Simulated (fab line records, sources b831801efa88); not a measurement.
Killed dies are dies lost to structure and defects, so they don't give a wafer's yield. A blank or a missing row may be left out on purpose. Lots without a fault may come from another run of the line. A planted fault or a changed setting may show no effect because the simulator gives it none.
Which tool did it? | flow gf180mcu | 12 lots, 35 wafers sampled, at 5 steps of a route of 602

WHAT THE GAUGES READ, wafer by wafer
GF_SALICIDE_THK_MEAS_05: measures by xrf.
lot  | measured     | on            | SALICIDE_TIN_THK (nm)
L108 | day 15 05:55 | film_metro-02 | 19.64 19.56 19.49
L109 | day 15 17:40 | film_metro-03 | 20.69 20.69 20.72
L111 | day 16 10:32 | film_metro-03 | 20.43 20.28 20.04
L112 | day 16 18:26 | film_metro-01 | 19.98 20.06 20.25
L113 | day 16 23:13 | film_metro-03 | 20.26 19.90 20.00
L114 | day 17 13:11 | film_metro-01 | 20.29 20.08 19.97
L115 | day 17 19:02 | film_metro-01 | 19.73 19.74 19.72
L116 | day 17 22:31 | film_metro-03 | 19.87 19.87 19.77
L118 | day 18 22:16 | film_metro-03 | 19.84 19.77 20.11
L119 | day 19 04:41 | film_metro-03 | 19.88 19.64 20.15
L120 | day 19 12:07 | film_metro-02 | 19.83 19.96 20.02
L123 | day 20 13:55 | film_metro-03 | 20.51 20.23

GF_M3_CD_MEAS_14: target cd 280 nm.
lot  | measured     | on        | cd_nm (nm)
L108 | day 21 08:28 | cd_sem-02 | 279.7 279.3 279.4
L109 | day 22 00:04 | cd_sem-01 | 281.9 282.8 281.1
L111 | day 22 17:03 | cd_sem-02 | 282.1 281.2 281.0
L112 | day 23 01:22 | cd_sem-02 | 278.0 278.4 277.3
L113 | day 23 07:16 | cd_sem-01 | 280.4 279.7 279.3
L114 | day 23 20:20 | cd_sem-01 | 279.7 279.3 277.9
L115 | day 24 01:13 | cd_sem-01 | 279.6 281.3 281.3
L116 | day 24 06:10 | cd_sem-01 | 280.3 280.3 280.9
L118 | day 25 03:15 | cd_sem-01 | 278.7 278.8 280.0
L119 | day 25 08:15 | cd_sem-01 | 279.5 278.5 278.1
L120 | day 25 13:54 | cd_sem-01 | 281.9 281.4 282.5
L123 | day 26 13:03 | cd_sem-01 | 282.3 281.1

GF_V4_THK_MEAS_03.
lot  | measured     | on            | V4_CVD_02_THK (nm)
L108 | day 23 11:31 | film_metro-01 | 835 844 863
L109 | day 24 01:32 | film_metro-02 | 836 841 850
L111 | day 24 18:46 | film_metro-02 | 823 829 845
L112 | day 25 02:04 | film_metro-01 | 835 859 873
L113 | day 25 07:44 | film_metro-02 | 829 853 854
L114 | day 25 20:19 | film_metro-01 | 854 861 860
L115 | day 26 01:20 | film_metro-01 | 826 859 841
L116 | day 26 05:01 | film_metro-04 | 841 861 846
L118 | day 27 01:47 | film_metro-04 | 826 843 827
L119 | day 27 05:36 | film_metro-01 | 855 835 849
L120 | day 27 10:45 | film_metro-01 | 821 846 842
L123 | day 28 09:30 | film_metro-02 | 1459 844

WHICH TOOL RAN EACH LOT (tool, then ch and the chambers of the sampled wafers, then the start)
lot  | GF_M4_SPUTTER_03             | GF_V4_CVD_02
L108 | pvd_sputter-02, day 22 11:44 | pecvd-04 ch 0,2, day 23 11:27
L109 | pvd_sputter-04, day 23 02:17 | pecvd-02 ch 1,2, day 24 01:27
L111 | pvd_sputter-03, day 23 19:08 | pecvd-03 ch 0,2, day 24 18:42
L112 | pvd_sputter-02, day 24 02:31 | pecvd-02 ch 1,2, day 25 02:00
L113 | pvd_sputter-03, day 24 08:58 | pecvd-04 ch 0,1,2, day 25 07:40
L114 | pvd_sputter-04, day 24 21:43 | pecvd-03 ch 1, day 25 20:12
L115 | pvd_sputter-04, day 25 03:02 | pecvd-02 ch 0,1,2, day 26 01:16
L116 | pvd_sputter-03, day 25 07:01 | pecvd-04 ch 0,2, day 26 04:56
L118 | pvd_sputter-04, day 26 03:53 | pecvd-04 ch 0,1,2, day 27 01:43
L119 | pvd_sputter-03, day 26 08:10 | pecvd-04 ch 1,2, day 27 05:32
L120 | pvd_sputter-02, day 26 13:32 | pecvd-03 ch 0,2, day 27 10:41
L123 | pvd_sputter-02, day 27 12:41 | pecvd-03 ch 1,2, day 28 09:26
- GF_M4_SPUTTER_03: material Ti, target thk 10 nm, time 6.7 s.
- GF_V4_CVD_02: deposits SiO2 from TEOS, target thk 850 nm, time 94.851 s.

WHAT THE TOOLS THEMSELVES READ (means of the sampled wafers that have a number; where no wafer has one, the mark that the record gives instead)
GF_M4_SPUTTER_03.
lot  | tool           | throttle_valve_pct (%)
L108 | pvd_sputter-02 | 29.7
L109 | pvd_sputter-04 | 29.3
L111 | pvd_sputter-03 | 29.7
L112 | pvd_sputter-02 | 29.4
L113 | pvd_sputter-03 | 29.6
L114 | pvd_sputter-04 | 30.1
L115 | pvd_sputter-04 | 30.0
L116 | pvd_sputter-03 | 30.2
L118 | pvd_sputter-04 | 30.4
L119 | pvd_sputter-03 | 29.0
L120 | pvd_sputter-02 | 29.2
L123 | pvd_sputter-02 | 29.5

GF_V4_CVD_02.
lot  | tool     | heater_power_w (W) | rf_fwd_power_W (W)
L108 | pecvd-04 | 621                | 598.1
L109 | pecvd-02 | 751                | 595.5
L111 | pecvd-03 | 478                | 594.7
L112 | pecvd-02 | 671                | 597.1
L113 | pecvd-04 | 594                | 596.7
L114 | pecvd-03 | 562                | 598.3
L115 | pecvd-02 | 694                | 597.6
L116 | pecvd-04 | 595                | 598.5
L118 | pecvd-04 | 590                | 598.0
L119 | pecvd-04 | 560                | 598.3
L120 | pecvd-03 | 557                | 597.1
L123 | pecvd-03 | 634                | 593.8

THE ANSWER, worked out from the rows above alone
Rule: what is usual is taken from the lots themselves. Put in order of their means at a reading, lots are off if they are a third of the lots or fewer, leave a main group of 4 or more, and stand apart from it by a gap of 3 or more times the standard deviation of the main group's means; of several such gaps the widest counts. A main group whose means are all the same, to the digits that the tables above print for the reading, isn't used. A lot without any number at a reading at which 4 lots or more have one is off too. The other lots that the step has rows for count as sound. The gauges are gone through in route order, then the tools' own readings, and for those a lot's mean is taken as printed above. The first step at which some lot is off is used, and at that step the reading that is off furthest; a lot without a number counts as furthest.
Off: L123, at GF_V4_THK_MEAS_03 (V4_CVD_02_THK). The main group: mean 844 nm, standard deviation 8.2.
A tool fits if, at a process step before that reading, it ran every lot that is off, and no sound lot after the first of them. The gauges at GF_V4_THK_MEAS_03 are tried like those tools. Can't be told from this: 3 tools fit, pvd_sputter-02 at GF_M4_SPUTTER_03, pecvd-03 at GF_V4_CVD_02, film_metro-02 at GF_V4_THK_MEAS_03.

WHAT THE SIMULATOR HAD PUT IN
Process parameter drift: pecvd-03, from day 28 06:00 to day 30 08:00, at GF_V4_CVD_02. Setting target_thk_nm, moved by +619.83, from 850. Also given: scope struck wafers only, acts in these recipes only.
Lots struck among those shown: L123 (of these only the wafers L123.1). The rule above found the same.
